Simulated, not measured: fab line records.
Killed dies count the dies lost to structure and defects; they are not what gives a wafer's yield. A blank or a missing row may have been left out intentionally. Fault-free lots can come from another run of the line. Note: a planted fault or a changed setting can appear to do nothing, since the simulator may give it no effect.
Which tool did it? + flow gf180mcu + 14 lots with 42 wafers sampled at 4 steps, on a route of 602 steps

== WHAT EACH GAUGE READ, for each wafer ==
GF_M1_THK_MEAS_06: measures by xrf. Usual: M1_ALCU_THK gives 455 nm (standard deviation 4.9).
| lot  | measured     | on            | M1_ALCU_THK (nm) | flag |
|------|--------------|---------------|------------------|------|
| L514 | day 16 01:56 | film-metro-04 | 449 444 444      |      |
| L516 | day 16 21:50 | film-metro-04 | 460 465 464      |      |
| L515 | day 16 21:54 | film-metro-03 | 455 466 462      |      |
| L517 | day 17 01:59 | film-metro-04 | 450 451 451      |      |
| L519 | day 18 00:25 | film-metro-03 | 457 454 453      |      |
| L518 | day 18 01:35 | film-metro-03 | 454 452 452      |      |
| L529 | day 21 16:16 | film-metro-03 | 455 454 457      |      |
| L531 | day 22 10:40 | film-metro-03 | 460 457 462      |      |
| L532 | day 22 15:40 | film-metro-03 | 452 456 451      |      |
| L533 | day 23 01:01 | film-metro-03 | 452 458 464      |      |
| L534 | day 23 17:12 | film-metro-04 | 452 452 453      |      |
| L535 | day 23 18:18 | film-metro-04 | 455 463 458      |      |
| L536 | day 24 04:13 | film-metro-03 | 459 457 463      |      |
| L537 | day 24 08:38 | film-metro-04 | 459 461 462      |      |

GF_M1_OVL_MEAS_15. Usual: M1_OVL gives 0 nm (standard deviation 5.9).
| lot  | measured     | on         | M1_OVL (nm) | flag |
|------|--------------|------------|-------------|------|
| L514 | day 17 00:04 | overlay-02 | -6 -5 -8    |      |
| L516 | day 17 20:55 | overlay-02 | -9 5 2      |      |
| L515 | day 17 21:16 | overlay-02 | 5 -9 3      |      |
| L517 | day 18 01:02 | overlay-02 | 4 5 9       |      |
| L519 | day 19 00:21 | overlay-02 | -7 -9 -2    |      |
| L518 | day 19 01:42 | overlay-01 | 2 7 5       |      |
| L529 | day 22 15:29 | overlay-02 | -6 -1 -6    |      |
| L531 | day 23 09:55 | overlay-02 | 0 0 2       |      |
| L532 | day 23 14:44 | overlay-01 | 1 1 3       |      |
| L533 | day 23 23:44 | overlay-02 | 3 13 0      |      |
| L534 | day 24 15:13 | overlay-02 | 3 -7 -1     |      |
| L535 | day 24 17:04 | overlay-01 | 6 7 -3      |      |
| L536 | day 25 02:08 | overlay-01 | -8 -4 -7    |      |
| L537 | day 25 06:07 | overlay-01 | 2 -1 -3     |      |

GF_V1_RS_MEAS_24: measures by four-point-probe. Usual: V1_W_RS gives 0.328 ohm/sq (standard deviation 0.0035).
| lot  | measured     | on            | V1_W_RS (ohm/sq)  | flag |
|------|--------------|---------------|-------------------|------|
| L514 | day 18 01:25 | film-metro-02 | 0.324 0.319 0.323 |      |
| L516 | day 18 23:18 | film-metro-03 | 0.325 0.328 0.328 |      |
| L515 | day 18 23:44 | film-metro-03 | 0.334 0.331 0.333 |      |
| L517 | day 19 03:40 | film-metro-02 | 0.331 0.324 0.329 |      |
| L519 | day 20 03:14 | film-metro-03 | 0.328 0.331 0.329 |      |
| L518 | day 20 04:11 | film-metro-02 | 0.330 0.334 0.331 |      |
| L529 | day 23 17:20 | film-metro-03 | 0.329 0.321 0.324 |      |
| L531 | day 24 10:05 | film-metro-02 | 0.328 0.332 0.328 |      |
| L532 | day 24 14:37 | film-metro-02 | 0.332 0.330 0.328 |      |
| L533 | day 24 23:58 | film-metro-03 | 0.330 0.328 0.332 |      |
| L534 | day 25 15:16 | film-metro-01 | 0.331 0.327 0.330 |      |
| L535 | day 25 17:25 | film-metro-02 | 0.330 0.330 0.324 |      |
| L536 | day 26 01:29 | film-metro-03 | 0.330 0.325 0.325 |      |
| L537 | day 26 05:37 | film-metro-03 | 0.323 0.323 0.326 |      |

== TOOL THAT RAN EACH LOT (tool first, then ch and the chambers of the sampled wafers, then the start) ==
| lot  | GF_V1_CVD_23                  |
|------|-------------------------------|
| L514 | cvd-w-02 ch 0,1, day 18 01:18 |
| L516 | cvd-w-02 ch 0,1, day 18 23:11 |
| L515 | cvd-w-01 ch 0,1, day 18 23:37 |
| L517 | cvd-w-02 ch 0,1, day 19 03:31 |
| L519 | cvd-w-02 ch 0,1, day 20 03:07 |
| L518 | cvd-w-02 ch 0,1, day 20 04:02 |
| L529 | cvd-w-01 ch 0,1, day 23 17:14 |
| L531 | cvd-w-02 ch 0,1, day 24 09:59 |
| L532 | cvd-w-01 ch 0,1, day 24 14:29 |
| L533 | cvd-w-02 ch 0,1, day 24 23:50 |
| L534 | cvd-w-02 ch 0,1, day 25 15:10 |
| L535 | cvd-w-02 ch 0,1, day 25 17:19 |
| L536 | cvd-w-02 ch 0,1, day 26 01:23 |
| L537 | cvd-w-01 ch 0,1, day 26 05:29 |
- GF_V1_CVD_23: deposits W, target thk 350 nm, time 105.05 s.

== WHAT THE TOOLS THEMSELVES READ (means of the sampled wafers that have a number; where no wafer has one, the mark that the record gives instead) ==
GF_V1_CVD_23. Usual: chamber-pressure-Torr 40.00 Torr, standard deviation 0.096; heater-power-w 980 W, standard deviation 110.
| lot  | tool     | chamber-pressure-Torr (Torr) | heater-power-w (W) | flag |
|------|----------|------------------------------|--------------------|------|
| L514 | cvd-w-02 | 39.94                        | 883                |      |
| L516 | cvd-w-02 | 39.93                        | 890                |      |
| L515 | cvd-w-01 | 40.13                        | 1065               |      |
| L517 | cvd-w-02 | 39.99                        | 870                |      |
| L519 | cvd-w-02 | 38.39                        | 882                | OFF  |
| L518 | cvd-w-02 | 38.45                        | 883                | OFF  |
| L529 | cvd-w-01 | 40.00                        | 1124               |      |
| L531 | cvd-w-02 | 39.99                        | 894                |      |
| L532 | cvd-w-01 | 39.99                        | 1105               |      |
| L533 | cvd-w-02 | 39.93                        | 879                |      |
| L534 | cvd-w-02 | 40.02                        | 892                |      |
| L535 | cvd-w-02 | 40.01                        | 893                |      |
| L536 | cvd-w-02 | 39.90                        | 895                |      |
| L537 | cvd-w-01 | 39.97                        | 1113               |      |

== THE ANSWER, worked out from the rows above alone ==
Rule: a lot is off if the mean of its wafers that have a number lies more than 3 standard deviations from the usual mean. Also off: a lot with no number at a reading for which 4 or more lots have one. Where the step has rows for the other lots, those lots are counted as sound. First the gauges in route order, then the tools' own readings, where a lot's mean is used as printed above. At the first step where some lot is off, the reading lying furthest off is the one used; lots without a number count as furthest.
Off: L519, L518 (GF_V1_CVD_23, chamber-pressure-Torr).
A tool fits if, at that step or a process step before it, it ran every lot that is off, and no sound lot after the first of them. None of those tried fits.

== WHAT THE SIMULATOR HAD INSERTED ==
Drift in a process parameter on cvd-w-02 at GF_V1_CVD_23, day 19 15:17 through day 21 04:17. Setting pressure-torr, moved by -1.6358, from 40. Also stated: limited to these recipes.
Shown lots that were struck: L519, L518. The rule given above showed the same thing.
